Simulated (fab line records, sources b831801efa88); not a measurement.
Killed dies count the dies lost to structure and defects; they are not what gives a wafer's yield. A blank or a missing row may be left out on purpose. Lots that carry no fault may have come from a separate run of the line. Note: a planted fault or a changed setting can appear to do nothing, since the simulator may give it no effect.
Which tool did it? || flow gf180mcu || 18 wafers from 6 lots sampled at 3 of the route's 602 steps

## WHAT THE GAUGES SHOWED, per wafer
GF_HV_LDD_RS_MEAS_53: a four-point-probe measurement.
{"lot": "L907", "measured": "day 12 18:42", "on": "film_metro-01", "HV_LDD_RS (ohm/sq)": "419.1 419.4 418.0"}
{"lot": "L910", "measured": "day 14 00:37", "on": "film_metro-04", "HV_LDD_RS (ohm/sq)": "419.3 419.9 419.7"}
{"lot": "L914", "measured": "day 15 10:44", "on": "film_metro-01", "HV_LDD_RS (ohm/sq)": "418.3 418.9 419.6"}
{"lot": "L919", "measured": "day 16 20:17", "on": "film_metro-04", "HV_LDD_RS (ohm/sq)": "419.0 419.9 420.5"}
{"lot": "L922", "measured": "day 17 18:28", "on": "film_metro-02", "HV_LDD_RS (ohm/sq)": "411.2 412.4 411.7"}
{"lot": "L925", "measured": "day 18 16:14", "on": "film_metro-04", "HV_LDD_RS (ohm/sq)": "419.6 417.7 418.0"}

## EACH LOT AND THE TOOL THAT RAN IT (in order: tool; ch and the chambers of the sampled wafers; start)
{"lot": "L907", "GF_HV_LDD_STRIP_10": "plasma_asher-04 ch 0,1, day 10 10:44", "GF_HV_LDD_IMPLANT_35": "implanter-02 ch 0, day 11 22:42"}
{"lot": "L910", "GF_HV_LDD_STRIP_10": "plasma_asher-02 ch 0,1, day 11 13:45", "GF_HV_LDD_IMPLANT_35": "implanter-01 ch 0, day 13 03:50"}
{"lot": "L914", "GF_HV_LDD_STRIP_10": "plasma_asher-02 ch 0,1, day 12 20:11", "GF_HV_LDD_IMPLANT_35": "implanter-01 ch 0, day 14 12:49"}
{"lot": "L919", "GF_HV_LDD_STRIP_10": "plasma_asher-02 ch 0,1, day 14 03:11", "GF_HV_LDD_IMPLANT_35": "implanter-01 ch 0, day 15 22:13"}
{"lot": "L922", "GF_HV_LDD_STRIP_10": "plasma_asher-04 ch 0,1, day 15 00:10", "GF_HV_LDD_IMPLANT_35": "implanter-02 ch 0, day 16 19:25"}
{"lot": "L925", "GF_HV_LDD_STRIP_10": "plasma_asher-01 ch 1, day 15 19:44", "GF_HV_LDD_IMPLANT_35": "implanter-01 ch 0, day 17 15:49"}
- GF_HV_LDD_STRIP_10: strips in O2/N2.
- GF_HV_LDD_IMPLANT_35

## THE ANSWER, worked out from the rows above alone
Rule: usual is defined by the lots themselves. The widest of any qualifying gaps counts: lots, ordered by their means at a reading, are off when they make up no more than a third of the lots, leave a main group of 4 or more, and stand apart from it by 3 or more times the standard deviation of that group's means. If all means in a main group match to the digits the tables above print for the reading, that group is not used. Also off: a lot with no number at a reading for which 4 or more lots have one. Where the step has rows for the other lots, those lots are counted as sound.
Off: L922, at GF_HV_LDD_RS_MEAS_53 (HV_LDD_RS). The main group: mean 419.1 ohm/sq, standard deviation 0.51.
If a tool, at a process step before that reading, ran all the lots that are off and no sound lot after the first of them, it fits. The gauges at GF_HV_LDD_RS_MEAS_53 are tried like those tools. Can't be told from this: 3 tools fit, plasma_asher-04 at GF_HV_LDD_STRIP_10, implanter-02 at GF_HV_LDD_IMPLANT_35, film_metro-02 at GF_HV_LDD_RS_MEAS_53.

## WHAT HAD BEEN PUT IN BY THE SIMULATOR
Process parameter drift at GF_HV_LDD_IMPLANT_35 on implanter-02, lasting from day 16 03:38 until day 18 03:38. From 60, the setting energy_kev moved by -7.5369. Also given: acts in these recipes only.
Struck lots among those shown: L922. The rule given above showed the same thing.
